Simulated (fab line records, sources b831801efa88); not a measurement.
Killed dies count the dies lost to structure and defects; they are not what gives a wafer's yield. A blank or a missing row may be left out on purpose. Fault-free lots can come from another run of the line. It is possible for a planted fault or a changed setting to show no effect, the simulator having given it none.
fab line records	flow sky130
record: lots: 13	wafers: 39	lastDay: 50
route steps=708 shown CONTACT@410 METAL5@666 PASSIVATION@681 PAD_OPEN@708
lots untouched by any fault: they come from a run of this same line in which no faults occurred
startH: hours from the record's first day to the start of the lot's first wafer shown	waitH: hours since the lot's step before	" unchanged from the row above	L1.1+2: a single row standing in for several wafers	- no value, or no start was given	* or withheld: withheld	< > ~ a bound
route shown NAME@n: a module of which the file shows steps, and the number in the route of the first	usual: mean/standard deviation taken from wafers without a fault	same: alike in all rows	chamber/n: place in a boat	sites: readings site by site	_std_site: the values' standard deviation	_edge_site: outer sites' mean less inner sites'	radiusMm: for every site, how far away it sits from the centre of the wafer	mask NAME#n: copy n	behind: the last tool/chamber to shape the wafer	hold: what put the lot on hold/how long, in hours/how the hold closed	device: the transistor (n, p or np) that didn't switch	end of line: tests of these same wafers at the route's end	a step given without rows: its recipe and nothing more	killed: dies that structure and defects cost at the first sort, which is not the same as the wafer's yield	map: a wafer's dies, marking killed ones x, the rest . and places with no die _
set.NAME: the run value of the setting; set.NAME@STEP: its run value at that earlier step	model.NAME: the simulator's own value behind a step, which no gauge read
the route's steps for a sample of lots (tables are steps, rows are wafers)
services: from which hour (startH, from the record's first day; less than 0 if before it) a tool's chamber was out of use, for how many hours, and why
== steps ==
step: SKY_CONTACT_CMP_04
recipe: material: SiO2	downForcePsi: 4	platenRpm: 60	padVelocityMS: 0.94248
usual: motorCurrentA: 12.3/0.96	retainingRingPressureFrac: 1.000/0.0052	timeToEndpointS: 84/4.3
lot.wafer	tool	chamber	startH	waitH	motorCurrentA	retainingRingPressureFrac	timeToEndpointS
L592.1	cmp-02	0	711.60	0.1	12.0	0.999	79
L592.3	"	1	"	"	13.2	0.998	79
L592.5	"	3	"	"	11.8	1.004	78
L593.4	cmp-02	3	719.51	0.0	11.5	1.003	82
L593.1	"	1	"	"	13.3	1.008	85
L593.5	"	3	"	"	12.0	0.999	82
L594.2	cmp-02	1	736.03	0.0	12.9	0.994	83
L594.5	"	1	"	"	13.4	0.992	74
L594.6	"	2	"	"	12.6	1.000	85
L595.3	cmp-02	1	751.52	3.6	13.7	1.001	85
L595.5	"	0	"	"	11.4	1.003	85
L595.6	"	1	"	"	14.0	1.006	81
L596.2	cmp-02	1	752.07	2.3	12.9	1.002	89
L596.4	"	2	"	"	13.1	1.003	86
L596.6	"	2	"	"	13.1	1.002	87
L597.4	cmp-02	3	759.39	0.1	11.8	1.004	81
L597.3	"	1	"	"	13.6	1.007	85
L597.6	"	2	"	"	13.6	1.011	88
L598.3	cmp-02	1	767.67	0.0	13.7	0.987	82
L598.2	"	2	"	"	12.4	1.000	89
L598.6	"	2	"	"	12.3	0.997	84
L599.1	cmp-02	2	774.98	0.1	12.8	1.001	91
L599.6	"	0	"	"	11.3	1.001	89
L599.5	"	1	"	"	14.3	0.994	83
L603.4	cmp-02	2	814.92	0.1	13.0	0.997	88
L603.6	"	0	"	"	11.4	1.001	86
L603.5	"	1	"	"	14.0	0.991	86
L605.2	cmp-02	0	832.04	0.1	11.6	0.998	85
L605.3	"	1	"	"	13.4	0.994	90
L605.5	"	3	"	"	11.7	0.996	82
L607.2	cmp-01	3	833.50	0.0	13.0	1.002	87
L607.4	"	1	"	"	12.5	0.997	92
L607.1	"	2	"	"	9.9	0.998	83
L613.1	cmp-01	1	877.65	0.1	13.0	1.005	87
L613.5	"	3	"	"	12.6	0.995	87
L613.6	"	0	"	"	11.4	1.008	80
L614.1	cmp-01	3	880.50	0.1	13.5	1.005	89
L614.4	"	1	"	"	13.0	1.002	93
L614.6	"	3	"	"	13.6	0.997	89
step: SKY_METAL5_RS_MEAS_05
recipe: thkMeasGauge: four-point-probe	reads: TiN_of_METAL5_SPUTTER_04+Ti_of_METAL5_SPUTTER_03+AlCu_of_METAL5_SPUTTER_02+TiN_of_METAL5_SPUTTER_01+Ti_of_METAL5_SPUTTER_00
usual: METAL5_ALCU_RS: 0.0271/0.00034
lot.wafer	tool	chamber	startH	waitH	METAL5_ALCU_RS[ohm/sq]
L592.1	filmMetro-02	-	1011.86	0.0	0.0269
L592.3	"	-	"	"	0.0267
L592.5	"	-	"	"	0.0265
L593.1	filmMetro-02	-	1020.68	0.0	0.0271
L593.4	"	-	"	"	0.0268
L593.5	"	-	"	"	0.0268
L594.2	filmMetro-02	-	1029.78	0.0	0.0269
L594.5	"	-	"	"	0.0267
L594.6	"	-	"	"	0.0268
L595.3	filmMetro-03	-	1041.00	0.1	0.0271
L595.5	"	-	"	"	0.0269
L595.6	"	-	"	"	0.0272
L596.2	filmMetro-02	-	1043.58	0.0	0.0273
L596.4	"	-	"	"	0.0275
L596.6	"	-	"	"	0.0274
L597.3	filmMetro-04	-	1050.09	0.1	0.0271
L597.4	"	-	"	"	0.0275
L597.6	"	-	"	"	0.0271
L598.2	filmMetro-04	-	1057.53	0.0	0.0271
L598.3	"	-	"	"	0.0273
L598.6	"	-	"	"	0.0274
L599.1	filmMetro-03	-	1063.16	0.0	0.0272
L599.5	"	-	"	"	0.0267
L599.6	"	-	"	"	0.0273
L603.4	filmMetro-02	-	1092.76	0.1	0.0270
L603.5	"	-	"	"	0.0274
L603.6	"	-	"	"	0.0269
L605.2	filmMetro-04	-	1109.31	0.0	0.0277
L605.3	"	-	"	"	0.0271
L605.5	"	-	"	"	0.0276
L607.1	filmMetro-03	-	1109.87	0.0	0.0275
L607.2	"	-	"	"	0.0276
L607.4	"	-	"	"	0.0273
L613.1	filmMetro-03	-	1146.02	0.0	0.0269
L613.5	"	-	"	"	0.0273
L613.6	"	-	"	"	0.0270
L614.1	filmMetro-04	-	1146.32	0.0	0.0265
L614.4	"	-	"	"	0.0267
L614.6	"	-	"	"	0.0270
step: SKY_METAL5_DESCUM_14
recipe: chemistry: O2	sourcePowerW: 150	biasPowerW: 0	pressureMtorr: 10	tempC: 40	timeS: 11
usual: drypumpMotorCurrentA: 5.3/0.38	oesProductAu: 1.007/0.009
same: biasPowerW: 0
lot.wafer	tool	chamber	startH	waitH	drypumpMotorCurrentA	oesProductAu	rfHoursCounterH
L592.1	rieMetal-03	1	1034.20	0.1	5.1	1.005	2
L592.3	"	1	"	"	5.1	1.019	-
L592.5	"	1	"	"	5.1	1.011	-
L593.1	rieMetal-01	1	1042.30	0.1	6.0	1.008	15
L593.4	"	0	"	"	5.1	0.986	-
L593.5	"	1	"	"	6.0	1.011	-
L594.2	rieMetal-03	0	1052.52	0.1	5.7	1.004	1
L594.5	"	1	"	"	5.1	1.015	-
L594.6	"	0	"	"	5.7	1.012	-
L595.3	rieMetal-03	1	1062.44	0.1	5.1	1.008	-
L595.5	"	0	"	"	5.7	1.009	-
L595.6	"	1	"	"	5.1	1.004	-
L596.2	rieMetal-03	0	1066.18	0.1	5.7	1.019	1
L596.4	"	1	"	"	5.1	1.006	-
L596.6	"	0	"	"	5.7	1.016	-
L597.3	rieMetal-02	0	1071.59	0.1	5.6	0.981	-
L597.4	"	1	"	"	4.8	0.996	-
L597.6	"	0	"	"	5.5	0.987	-
L598.2	rieMetal-03	1	1079.12	0.1	5.1	1.005	6
L598.3	"	1	"	"	5.1	1.015	-
L598.6	"	1	"	"	5.1	1.001	-
L599.1	rieMetal-02	1	1084.15	0.1	4.8	1.007	12
L599.5	"	1	"	"	4.8	0.998	-
L599.6	"	0	"	"	5.6	0.982	-
L603.4	rieMetal-02	1	1112.96	0.1	4.8	1.016	-
L603.5	"	1	"	"	4.8	1.016	-
L603.6	"	0	"	"	5.5	1.007	-
L605.2	rieMetal-03	1	1129.18	0.1	5.1	1.012	10
L605.3	"	0	"	"	5.7	1.008	-
L605.5	"	0	"	"	5.7	1.016	-
L607.1	rieMetal-01	1	1129.70	0.1	6.0	1.009	21
L607.2	"	0	"	"	5.1	0.998	14
L607.4	"	0	"	"	5.1	0.989	-
L613.1	rieMetal-02	0	1163.83	0.1	5.6	1.007	4
L613.5	"	1	"	"	4.8	0.998	-
L613.6	"	0	"	"	5.5	0.996	-
L614.1	rieMetal-01	0	1164.00	0.1	5.1	1.000	16
L614.4	"	1	"	"	6.0	1.001	-
L614.6	"	1	"	"	6.0	1.005	-
step: SKY_PASSIVATION_CVD_00
recipe: material: SiO2	targetThkNm: 90	tempC: 400	timeS: withheld	rfW: 600
usual: heaterPowerW: 670/110
lot.wafer	tool	chamber	startH	waitH	heaterPowerW
L592.1	pecvd-02	0	1035.69	0.0	592
L592.3	"	1	"	"	899
L592.5	"	0	"	"	587
L593.1	pecvd-03	1	1043.16	0.0	542
L593.4	"	0	"	"	666
L593.5	"	2	"	"	576
L594.2	pecvd-04	1	1053.40	0.0	794
L594.5	"	2	"	"	564
L594.6	"	1	"	"	650
L595.3	pecvd-04	0	1063.30	0.0	757
L595.5	"	1	"	"	668
L595.6	"	2	"	"	629
L596.2	pecvd-03	0	1067.04	0.0	538
L596.4	"	2	"	"	518
L596.6	"	0	"	"	564
L597.3	pecvd-04	2	1072.44	0.0	630
L597.4	"	2	"	"	627
L597.6	"	1	"	"	782
L598.2	pecvd-04	2	1080.07	0.0	631
L598.3	"	0	"	"	716
L598.6	"	2	"	"	658
L599.1	pecvd-04	1	1085.01	0.0	681
L599.5	"	1	"	"	686
L599.6	"	2	"	"	619
L603.4	pecvd-04	0	1114.09	0.0	667
L603.5	"	2	"	"	609
L603.6	"	1	"	"	698
L605.2	pecvd-04	0	1130.08	0.0	807
L605.3	"	1	"	"	708
L605.5	"	1	"	"	721
L607.1	pecvd-02	2	1130.58	0.0	770
L607.2	"	0	"	"	575
L607.4	"	1	"	"	857
L613.1	pecvd-03	0	1164.69	0.0	647
L613.5	"	2	"	"	581
L613.6	"	0	"	"	645
L614.1	pecvd-02	2	1164.89	0.0	790
L614.4	"	0	"	"	577
L614.6	"	1	"	"	909
step: SKY_PAD_OPEN_PROBE_99
usual: killed_at_M0_to_M3: 43/7.6	killed_at_M4_up: 2.9/1.9	killedAtContacts: 24/5	killedAtFrontEnd: 15/4.3	killedAtOther: 0.3/0.54	killedDies: 85/10	killedOnRim: 17/3.9	killedOpen: 47/7	killedShort: 38/6.4
same: grossDies: 492	killedAtBackSide: 0
lot.wafer	tool	chamber	startH	waitH	killed_at_M0_to_M3	killed_at_M4_up	killedAtContacts	killedAtFrontEnd	killedAtOther	killedDies	killedOnRim	killedOpen	killedShort
L592.1	prober-01	-	1081.18	0.1	35	3	24	13	0	75	18	41	34
L592.3	prober-01	-	1081.28	0.2	55	2	19	11	1	88	19	45	43
L592.5	prober-01	-	1081.38	0.2	42	5	21	12	1	81	11	47	34
L593.1	prober-02	-	1088.34	0.1	44	5	19	13	1	82	22	42	40
L593.4	prober-02	-	1088.49	0.2	39	4	23	12	2	80	12	51	29
L593.5	prober-02	-	1088.54	0.2	39	5	21	10	0	75	13	45	30
L594.2	prober-01	-	1098.52	0.1	42	1	18	15	0	76	9	45	31
L594.5	prober-01	-	1098.67	0.2	37	3	23	15	1	79	15	44	35
L594.6	prober-01	-	1098.72	0.2	35	3	31	15	0	84	17	51	33
L595.3	prober-02	-	1107.16	0.2	42	3	32	7	0	84	22	46	38
L595.5	prober-02	-	1107.26	0.2	42	3	21	17	0	83	14	51	32
L595.6	prober-02	-	1107.31	0.2	33	2	29	16	0	80	20	45	35
L596.2	prober-01	-	1111.13	0.1	46	2	21	13	0	82	19	45	37
L596.4	prober-01	-	1111.23	0.2	37	1	23	17	0	78	11	47	31
L596.6	prober-01	-	1111.33	0.2	40	2	19	16	1	78	14	42	36
L597.3	prober-02	-	1114.34	0.2	34	1	23	16	0	74	7	45	29
L597.4	prober-02	-	1114.39	0.2	38	4	21	13	0	76	14	39	37
L597.6	prober-02	-	1114.49	0.2	47	4	19	14	0	84	15	45	39
L598.2	prober-01	-	1124.46	0.1	48	5	11	8	0	72	17	33	39
L598.3	prober-01	-	1124.51	0.2	42	2	15	10	0	69	14	38	31
L598.6	prober-01	-	1124.66	0.2	41	4	26	12	0	83	20	51	32
L599.1	prober-02	-	1127.90	0.1	42	2	31	12	0	87	19	51	36
L599.5	prober-02	-	1128.10	0.2	43	8	26	19	0	96	24	48	48
L599.6	prober-02	-	1128.15	0.2	57	2	28	19	1	107	23	58	49
L603.4	prober-02	-	1154.94	0.2	32	2	25	9	0	68	13	47	21
L603.5	prober-02	-	1154.99	0.2	38	1	24	8	0	71	14	44	27
L603.6	prober-02	-	1155.04	0.2	38	1	202	8	0	249	46	40	25
L605.2	prober-01	-	1169.44	0.1	46	4	198	13	0	261	56	41	37
L605.3	prober-01	-	1169.49	0.2	32	1	19	16	0	68	15	42	26
L605.5	prober-01	-	1169.59	0.2	35	1	19	19	0	74	12	42	32
L607.1	prober-02	-	1170.27	0.1	57	2	28	4	0	91	20	57	34
L607.2	prober-02	-	1170.32	0.1	46	5	26	13	1	91	17	42	49
L607.4	prober-02	-	1170.42	0.2	67	1	26	14	1	109	20	56	53
L613.1	prober-02	-	1199.38	0.1	56	0	21	21	2	100	21	60	40
L613.5	prober-02	-	1199.58	0.2	44	6	15	21	1	87	9	46	41
L613.6	prober-02	-	1199.63	0.2	45	2	20	23	0	90	21	50	40
L614.1	prober-01	-	1199.73	0.1	48	2	19	10	0	79	19	41	38
L614.4	prober-01	-	1199.88	0.2	48	3	23	21	0	95	14	54	41
L614.6	prober-01	-	1199.98	0.2	51	2	17	15	1	86	14	50	36
killed by level:class
L592.1 CONTACT:geometricParticle:open=14 VIA1:geometricParticle:open=10 POLY_GATE:geometricParticle:open=5 VIA1:geometricParticle:short=5 METAL1:geometricParticle:short=5 CONTACT:geometricParticle:short=4 LOCAL_INTERCONNECT:geometricParticle:short=4 VIA3:geometricParticle:open=3
L592.3 VIA1:geometricParticle:open=12 METAL1:geometricParticle:short=10 CONTACT:geometricParticle:open=8 VIA2:geometricParticle:open=8 POLY_GATE:geometricParticle:short=5 VIA2:geometricParticle:short=5 LI_CONTACT:geometricParticle:open=4 CONTACT:geometricParticle:short=4
L592.5 CONTACT:geometricParticle:open=12 VIA1:geometricParticle:open=10 VIA2:geometricParticle:open=6 FIELD_ISO:geometricParticle:open=5 VIA1:geometricParticle:short=5 VIA2:geometricParticle:short=5 METAL1:geometricParticle:short=4 METAL2:geometricParticle:short=4
L593.1 VIA2:geometricParticle:open=9 CONTACT:geometricParticle:open=7 VIA1:geometricParticle:open=6 METAL1:geometricParticle:short=5 METAL2:geometricParticle:short=5 FIELD_ISO:geometricParticle:open=4 LI_CONTACT:geometricParticle:open=4 POLY_GATE:geometricParticle:open=4
L593.4 VIA2:geometricParticle:open=11 VIA1:geometricParticle:open=9 LI_CONTACT:geometricParticle:open=8 CONTACT:geometricParticle:open=8 POLY_GATE:geometricParticle:open=6 METAL2:geometricParticle:short=6 LI_CONTACT:geometricParticle:short=3 CONTACT:geometricParticle:short=3
L593.5 CONTACT:geometricParticle:open=10 VIA1:geometricParticle:open=9 VIA3:geometricParticle:open=7 POLY_GATE:geometricParticle:open=5 METAL4:geometricParticle:short=4 LI_CONTACT:geometricParticle:open=4 VIA2:geometricParticle:short=4 VIA2:geometricParticle:open=4
L594.2 VIA1:geometricParticle:open=11 VIA3:geometricParticle:open=8 VIA2:geometricParticle:open=5 LI_CONTACT:geometricParticle:open=5 CONTACT:geometricParticle:open=5 METAL1:geometricParticle:short=5 VIA1:geometricParticle:short=5 POLY_GATE:geometricParticle:open=4
L594.5 CONTACT:geometricParticle:open=10 VIA1:geometricParticle:open=10 METAL1:geometricParticle:short=8 VIA2:geometricParticle:open=6 POLY_GATE:geometricParticle:open=5 LI_CONTACT:geometricParticle:open=5 POLY_GATE:geometricParticle:short=4 LOCAL_INTERCONNECT:geometricParticle:short=4
L594.6 LI_CONTACT:geometricParticle:open=14 CONTACT:geometricParticle:open=9 VIA2:geometricParticle:open=6 VIA1:geometricParticle:open=6 FIELD_ISO:geometricParticle:open=5 METAL3:geometricParticle:short=5 VIA2:geometricParticle:short=4 VIA3:geometricParticle:open=4
L595.3 LI_CONTACT:geometricParticle:open=11 CONTACT:geometricParticle:open=9 VIA2:geometricParticle:open=9 VIA1:geometricParticle:open=7 METAL1:geometricParticle:short=6 METAL2:geometricParticle:short=6 VIA3:geometricParticle:open=5 LI_CONTACT:geometricParticle:short=4
L595.5 VIA1:geometricParticle:open=12 CONTACT:geometricParticle:open=10 VIA3:geometricParticle:open=9 FIELD_ISO:geometricParticle:open=6 SPACER:geometricParticle:short=5 LI_CONTACT:geometricParticle:open=5 VIA1:geometricParticle:short=5 VIA2:geometricParticle:short=4
L595.6 LI_CONTACT:geometricParticle:open=10 CONTACT:geometricParticle:open=8 METAL2:geometricParticle:short=7 VIA2:geometricParticle:open=7 POLY_GATE:geometricParticle:open=6 LOCAL_INTERCONNECT:geometricParticle:short=4 SPACER:geometricParticle:short=3 LI_CONTACT:geometricParticle:short=3
L596.2 VIA3:geometricParticle:open=9 CONTACT:geometricParticle:open=8 VIA1:geometricParticle:short=8 VIA1:geometricParticle:open=8 FIELD_ISO:geometricParticle:short=5 LI_CONTACT:geometricParticle:open=5 VIA2:geometricParticle:open=5 CONTACT:geometricParticle:short=4
L596.4 VIA1:geometricParticle:open=11 LI_CONTACT:geometricParticle:open=8 CONTACT:geometricParticle:open=8 POLY_GATE:geometricParticle:open=6 METAL2:geometricParticle:short=6 METAL1:geometricParticle:short=5 VIA1:geometricParticle:short=5 FIELD_ISO:geometricParticle:open=4
L596.6 VIA3:geometricParticle:open=11 FIELD_ISO:geometricParticle:short=6 FIELD_ISO:geometricParticle:open=6 CONTACT:geometricParticle:open=6 LOCAL_INTERCONNECT:geometricParticle:short=5 VIA1:geometricParticle:open=5 METAL2:geometricParticle:short=5 METAL1:geometricParticle:short=4
L597.3 CONTACT:geometricParticle:open=9 VIA1:geometricParticle:open=8 FIELD_ISO:geometricParticle:short=6 LI_CONTACT:geometricParticle:open=6 LOCAL_INTERCONNECT:geometricParticle:short=6 VIA3:geometricParticle:open=6 VIA2:geometricParticle:open=5 POLY_GATE:geometricParticle:open=3
L597.4 CONTACT:geometricParticle:open=11 VIA3:geometricParticle:open=10 METAL1:geometricParticle:short=8 POLY_GATE:geometricParticle:short=5 METAL2:geometricParticle:short=5 POLY_GATE:geometricParticle:open=4 VIA1:geometricParticle:short=4 VIA1:geometricParticle:open=4
L597.6 VIA2:geometricParticle:open=8 CONTACT:geometricParticle:open=8 VIA1:geometricParticle:open=7 VIA3:geometricParticle:open=7 METAL1:geometricParticle:short=6 CONTACT:geometricParticle:short=5 FIELD_ISO:geometricParticle:open=4 VIA1:geometricParticle:short=4
L598.2 METAL1:geometricParticle:short=9 VIA2:geometricParticle:open=9 VIA1:geometricParticle:open=8 VIA1:geometricParticle:short=6 CONTACT:geometricParticle:open=5 VIA3:geometricParticle:short=4 VIA3:geometricParticle:open=4 METAL4:geometricParticle:short=4
L598.3 VIA1:geometricParticle:open=11 CONTACT:geometricParticle:open=6 VIA3:geometricParticle:open=5 VIA1:geometricParticle:short=5 VIA2:geometricParticle:open=4 METAL2:geometricParticle:short=4 LOCAL_INTERCONNECT:geometricParticle:short=4 METAL1:geometricParticle:short=4
L598.6 LI_CONTACT:geometricParticle:open=10 VIA1:geometricParticle:open=9 VIA2:geometricParticle:open=9 CONTACT:geometricParticle:open=7 METAL1:geometricParticle:short=5 VIA3:geometricParticle:open=5 FIELD_ISO:geometricParticle:short=4 LOCAL_INTERCONNECT:geometricParticle:short=4
L599.1 LI_CONTACT:geometricParticle:open=11 CONTACT:geometricParticle:open=9 CONTACT:geometricParticle:short=8 VIA1:geometricParticle:open=8 VIA1:geometricParticle:short=7 FIELD_ISO:geometricParticle:open=6 VIA2:geometricParticle:open=6 VIA3:geometricParticle:open=6
L599.5 CONTACT:geometricParticle:open=9 VIA1:geometricParticle:open=8 VIA1:geometricParticle:short=7 METAL4:geometricParticle:short=7 CONTACT:geometricParticle:short=6 METAL1:geometricParticle:short=6 LI_CONTACT:geometricParticle:open=5 VIA2:geometricParticle:open=5
L599.6 VIA2:geometricParticle:open=14 CONTACT:geometricParticle:short=11 VIA3:geometricParticle:open=9 VIA1:geometricParticle:open=8 FIELD_ISO:geometricParticle:open=6 VIA2:geometricParticle:short=5 LOCAL_INTERCONNECT:geometricParticle:short=5 CONTACT:geometricParticle:open=5
L603.4 CONTACT:geometricParticle:open=12 VIA3:geometricParticle:open=7 FIELD_ISO:geometricParticle:open=6 VIA1:geometricParticle:open=6 VIA2:geometricParticle:open=6 LI_CONTACT:geometricParticle:open=5 LOCAL_INTERCONNECT:geometricParticle:short=4 CONTACT:geometricParticle:short=3
L603.5 VIA1:geometricParticle:open=12 CONTACT:geometricParticle:open=11 VIA1:geometricParticle:short=7 LI_CONTACT:geometricParticle:open=6 METAL1:geometricParticle:short=4 VIA2:geometricParticle:open=4 FIELD_ISO:geometricParticle:open=3 LOCAL_INTERCONNECT:geometricParticle:short=3
L603.6 CONTACT:unspecified=184 VIA2:geometricParticle:open=8 VIA1:geometricParticle:open=8 VIA3:geometricParticle:open=8 CONTACT:geometricParticle:open=7 LI_CONTACT:geometricParticle:open=5 LI_CONTACT:geometricParticle:short=3 POLY_GATE:geometricParticle:short=3
L605.2 CONTACT:unspecified=183 VIA1:geometricParticle:open=11 METAL1:geometricParticle:short=7 VIA2:geometricParticle:open=7 METAL2:geometricParticle:short=6 VIA3:geometricParticle:open=5 LOCAL_INTERCONNECT:geometricParticle:short=5 CONTACT:geometricParticle:short=4
L605.3 VIA1:geometricParticle:open=10 CONTACT:geometricParticle:open=10 VIA3:geometricParticle:open=6 FIELD_ISO:geometricParticle:open=5 FIELD_ISO:geometricParticle:short=4 LI_CONTACT:geometricParticle:open=4 VIA1:geometricParticle:short=4 METAL2:geometricParticle:short=4
L605.5 VIA1:geometricParticle:open=12 CONTACT:geometricParticle:open=8 FIELD_ISO:geometricParticle:short=7 CONTACT:geometricParticle:short=6 FIELD_ISO:geometricParticle:open=4 POLY_GATE:geometricParticle:open=4 VIA3:geometricParticle:open=4 VIA2:geometricParticle:open=3
L607.1 VIA1:geometricParticle:open=18 LI_CONTACT:geometricParticle:open=10 VIA2:geometricParticle:open=7 VIA3:geometricParticle:open=7 LOCAL_INTERCONNECT:geometricParticle:short=5 CONTACT:geometricParticle:short=5 METAL1:geometricParticle:short=5 VIA1:geometricParticle:short=5
L607.2 VIA1:geometricParticle:open=14 LI_CONTACT:geometricParticle:short=9 LI_CONTACT:geometricParticle:open=8 VIA3:geometricParticle:short=7 LOCAL_INTERCONNECT:geometricParticle:short=7 VIA3:geometricParticle:open=6 METAL1:geometricParticle:short=4 VIA2:geometricParticle:short=4
L607.4 VIA1:geometricParticle:open=16 METAL2:geometricParticle:short=10 METAL1:geometricParticle:short=9 LI_CONTACT:geometricParticle:open=7 VIA2:geometricParticle:short=7 CONTACT:geometricParticle:short=7 VIA2:geometricParticle:open=7 FIELD_ISO:geometricParticle:open=6
L613.1 VIA1:geometricParticle:open=16 VIA2:geometricParticle:open=10 CONTACT:geometricParticle:open=8 FIELD_ISO:geometricParticle:open=7 FIELD_ISO:geometricParticle:short=6 VIA3:geometricParticle:open=6 VIA1:geometricParticle:short=6 LI_CONTACT:geometricParticle:open=5
L613.5 VIA1:geometricParticle:open=11 METAL1:geometricParticle:short=6 POLY_GATE:geometricParticle:open=6 VIA3:geometricParticle:open=6 POLY_GATE:geometricParticle:short=5 LI_CONTACT:geometricParticle:open=5 CONTACT:geometricParticle:open=5 VIA2:geometricParticle:short=5
L613.6 VIA1:geometricParticle:open=13 FIELD_ISO:geometricParticle:open=6 METAL2:geometricParticle:short=6 FIELD_ISO:geometricParticle:short=6 LOCAL_INTERCONNECT:geometricParticle:short=6 VIA2:geometricParticle:open=6 VIA3:geometricParticle:open=6 LI_CONTACT:geometricParticle:open=5
L614.1 CONTACT:geometricParticle:open=11 METAL2:geometricParticle:short=8 VIA2:geometricParticle:open=8 VIA1:geometricParticle:open=7 VIA3:geometricParticle:open=5 VIA1:geometricParticle:short=5 VIA3:geometricParticle:short=4 POLY_GATE:geometricParticle:open=3
L614.4 LI_CONTACT:geometricParticle:open=13 METAL1:geometricParticle:short=9 VIA3:geometricParticle:open=9 FIELD_ISO:geometricParticle:short=7 CONTACT:geometricParticle:open=6 VIA1:geometricParticle:open=6 VIA2:geometricParticle:open=6 FIELD_ISO:geometricParticle:open=4
L614.6 VIA2:geometricParticle:open=11 VIA1:geometricParticle:open=9 CONTACT:geometricParticle:open=8 VIA1:geometricParticle:short=7 VIA3:geometricParticle:short=7 FIELD_ISO:geometricParticle:open=5 LI_CONTACT:geometricParticle:short=4 VIA3:geometricParticle:open=4
== services ==
tool	chamber	startH	hours	kind
cmp-02	-	694.92	1.1	repair
cmp-02	-	743.36	0.6	repair
rieMetal-03	0	743.93	6.6	repair
cmp-02	-	747.47	4.0	pm
pecvd-04	0	760.20	23.6	repair
cmp-02	-	801.19	6.4	pm
pecvd-04	-	821.77	0.8	repair
cmp-02	-	823.45	4.4	repair
cmp-02	-	841.06	1.4	repair
rieMetal-03	-	880.38	1.4	pm
cmp-02	-	884.51	0.4	repair
pecvd-04	2	891.23	4.7	repair
cmp-02	-	976.48	2.4	repair
cmp-02	-	989.76	1.4	repair
rieMetal-03	-	999.56	14.6	pm
pecvd-04	-	1016.32	2.8	pm
pecvd-04	0	1043.65	14.8	repair
cmp-02	-	1067.27	4.4	repair
cmp-02	-	1073.64	2.6	repair
cmp-02	-	1077.25	0.7	repair
cmp-02	-	1080.84	4.0	pm
pecvd-04	-	1114.14	1.8	repair
cmp-02	-	1141.95	1.3	repair
cmp-02	-	1156.44	11.2	repair
== key ==
firstSign: step: SKY_PAD_OPEN_PROBE_99	reading: killedAtContacts	direction: up	sigmas: 35	usual: 24	struck: 200
effect: step: SKY_PAD_OPEN_PROBE_99	reading: killedDies	direction: up	sigmas: 17	usual: 85	struck: 255
metAt SKY_CONTACT_CMP_04
struckLots L603,L605
struckWafers L603.6,L605.2
testerLeftOut L603,L605
notActingAt SKY_METAL5_RS_MEAS_05,SKY_METAL5_DESCUM_14,SKY_PASSIVATION_CVD_00
onsetBetween 774.98 814.92
fault: kind: chamberParticleSource	tool: cmp-02	chamber: 0	onsetH: 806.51	steps: SKY_CONTACT_CMP_04	ratePerVisitCm2: 0.95773	endH: 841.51
testerLeftOut: of these lots the tester's yield and bins aren't shown, on N5 and GAA mostly nor the transistor test; their killed dies are dies lost to structure and defects alone, not to doping, threshold or leakage, so they don't give the yield
